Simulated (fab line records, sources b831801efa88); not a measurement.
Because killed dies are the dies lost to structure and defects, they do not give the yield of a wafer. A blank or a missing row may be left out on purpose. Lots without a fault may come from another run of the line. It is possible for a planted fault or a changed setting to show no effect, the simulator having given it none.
Chamber matching	flow gf180mcu	GF_CONTACT_CMP_04 on cmp-02: 4 sister chambers
The step polishes SiO2. 16 wafers are shown with their chamber, then 8 later ones without.

== WAFERS, EACH WITH ITS CHAMBER ==
wafer	chamber	motor_current_A (A)	time_to_endpoint_s (s)
L092.1	1	13.4	110
L092.2	0	11.4	94
L092.3	3	10.7	107
L092.4	2	12.3	115
L092.5	3	10.8	101
L092.6	2	11.7	121
L093.1	0	10.9	103
L093.2	3	10.2	96
L093.3	2	12.0	117
L093.4	1	14.0	110
L093.5	2	11.9	125
L093.6	1	13.7	114
L095.1	3	10.6	109
L095.2	1	14.0	114
L095.3	0	11.0	110
L095.4	2	12.2	123

SIGNATURES (means of the wafers above)
reading	chamber 0	chamber 1	chamber 2	chamber 3	scatter within a chamber
motor_current_A	11.100	13.775	12.020	10.575	0.262
time_to_endpoint_s	102.33	112.00	120.20	103.25	5.15
Rule: for a wafer and a chamber, the distance is found by dividing, reading by reading, the gap between the wafer's reading and the chamber's mean by the reading's scatter, squaring, summing and taking the root. The wafer belongs to the nearest chamber; if the next one is less than 2 further off, it can't be placed. How the scatter is found: for the shown wafers, subtract from each reading the mean of its chamber, square and add these, divide the total by (wafers less chambers), then take the root.

== WAFERS MISSING THEIR CHAMBER ==
wafer	motor_current_A (A)	time_to_endpoint_s (s)
L095.5	10.4	112
L095.6	11.7	128
L096.1	11.2	98
L096.2	14.1	118
L096.3	10.4	107
L096.4	11.8	122
L096.5	11.3	110
L096.6	10.7	114

== WHICH CHAMBER EACH WENT THROUGH ==
wafer	from the rows above	in truth
L095.5	can't be placed: 3 or 0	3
L095.6	2	2
L096.1	can't be placed: 0 or 3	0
L096.2	1	1
L096.3	can't be placed: 3 or 0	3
L096.4	2	2
L096.5	can't be placed: 0 or 3 or 2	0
L096.6	can't be placed: 3 or 0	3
Correct placement for 3 of the 8. Not placeable from these rows: 5 (in 5, the candidates include the true chamber). Wrongly placed: 0.
